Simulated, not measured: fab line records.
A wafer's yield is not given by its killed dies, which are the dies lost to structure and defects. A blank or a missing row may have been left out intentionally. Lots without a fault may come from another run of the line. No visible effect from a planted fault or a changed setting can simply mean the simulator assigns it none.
Matching of chambers || flow sky130 || SKY_PASSIVATION_CVD_00 on pecvd-03: 3 sister chambers
The step deposits SiO2, target thk 90 nm. 3 wafers are shown with their chamber, then 7 later ones without.

== WAFERS PAIRED WITH THEIR CHAMBERS ==
{"wafer": "L090.3", "chamber": 0, "heater-power-w (W)": 703}
{"wafer": "L093.1", "chamber": 1, "heater-power-w (W)": 656}
{"wafer": "L093.3", "chamber": 2, "heater-power-w (W)": 786}

== WAFERS WHOSE CHAMBER IS MISSING ==
{"wafer": "L093.5", "heater-power-w (W)": 792}
{"wafer": "L095.2", "heater-power-w (W)": 640}
{"wafer": "L095.3", "heater-power-w (W)": 824}
{"wafer": "L095.5", "heater-power-w (W)": 850}
{"wafer": "L096.2", "heater-power-w (W)": 680}
{"wafer": "L096.3", "heater-power-w (W)": 691}
{"wafer": "L096.5", "heater-power-w (W)": 705}

== THE CHAMBER EACH PASSED THROUGH ==
{"wafer": "L093.5", "from the rows above": 2, "in truth": 2}
{"wafer": "L095.2", "from the rows above": "can't be placed: 1 or 0", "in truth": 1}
{"wafer": "L095.3", "from the rows above": 2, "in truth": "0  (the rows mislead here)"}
{"wafer": "L095.5", "from the rows above": 2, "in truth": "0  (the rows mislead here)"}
{"wafer": "L096.2", "from the rows above": "can't be placed: 0 or 1", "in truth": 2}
{"wafer": "L096.3", "from the rows above": "can't be placed: 0 or 1", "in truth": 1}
{"wafer": "L096.5", "from the rows above": "can't be placed: 0 or 1", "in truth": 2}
Placed correctly: 1 of 7. Can't be placed from these rows: 4 (the true chamber is among the candidates in 2). Wrongly placed: 2.
How it was worked out, from the rows above alone: a wafer's distance from a chamber is the root of the sum, over the readings, of the square of ((its reading less the chamber's mean) divided by the reading's scatter). If the next closest chamber is less than 2 further off than the closest, the wafer can't be placed; otherwise it belongs to the closest. For every chamber, the mean is computed from those of its wafers that are shown. The scatter: root of mean squared gap, hidden wafer to nearest shown wafer, with one shown wafer a chamber.
